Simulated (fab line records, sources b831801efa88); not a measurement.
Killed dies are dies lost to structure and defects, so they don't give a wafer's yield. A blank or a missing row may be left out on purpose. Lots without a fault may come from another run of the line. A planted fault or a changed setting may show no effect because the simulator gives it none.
Chamber matching | flow sky130 | SKY_VIA2_ETCH_14 on rie_diel-03: 4 sister chambers
The step etches BARC in N2/H2, stops on SiO2, time 45.9 s, target depth 60 nm. 8 wafers are shown with their chamber, then 8 later ones without.

WAFERS WITH THEIR CHAMBER
wafer  | chamber | throttle_valve_pct (%) | oes_product_au (a.u.)
L078.6 | 2       | 13.220                 | 0.850
L080.1 | 1       | 13.228                 | 0.864
L080.3 | 2       | 13.218                 | 0.855
L080.5 | 3       | 13.221                 | 0.847
L085.2 | 3       | 13.225                 | 0.866
L085.3 | 1       | 13.225                 | 0.856
L085.4 | 0       | 13.216                 | 0.848
L089.2 | 0       | 13.233                 | 0.857

WAFERS WITHOUT THEIR CHAMBER
wafer  | throttle_valve_pct (%) | oes_product_au (a.u.)
L089.5 | 13.212                 | 0.849
L089.6 | 13.217                 | 0.858
L096.1 | 13.221                 | 0.853
L096.3 | 13.239                 | 0.860
L096.5 | 13.222                 | 0.858
L097.2 | 13.231                 | 0.850
L097.3 | 13.228                 | 0.856
L097.5 | 13.225                 | 0.859

WHICH CHAMBER EACH WENT THROUGH
wafer  | from the rows above               | in truth
L089.5 | can't be placed: 2 or 3 or 0 or 1 | 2
L089.6 | can't be placed: 2 or 3 or 0 or 1 | 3
L096.1 | can't be placed: 2 or 3 or 0 or 1 | 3
L096.3 | can't be placed: 1 or 0 or 3 or 2 | 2
L096.5 | can't be placed: 3 or 1 or 0 or 2 | 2
L097.2 | can't be placed: 0 or 1 or 3 or 2 | 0
L097.3 | can't be placed: 1 or 0 or 3 or 2 | 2
L097.5 | can't be placed: 1 or 3 or 0 or 2 | 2
Placed correctly: 0 of 8. Can't be placed from these rows: 8 (the true chamber is among the candidates in 8). Placed wrongly: 0.
How it was worked out, from the rows above alone: a wafer's distance from a chamber is the root of the sum, over the readings, of the square of ((its reading less the chamber's mean) divided by the reading's scatter). The wafer belongs to the nearest chamber; if the next one is less than 2 further off, it can't be placed. A chamber's mean is the mean of its shown wafers. The scatter: the root of (the sum of the squares of (reading less its chamber's mean) over the shown wafers, divided by (wafers less chambers)).
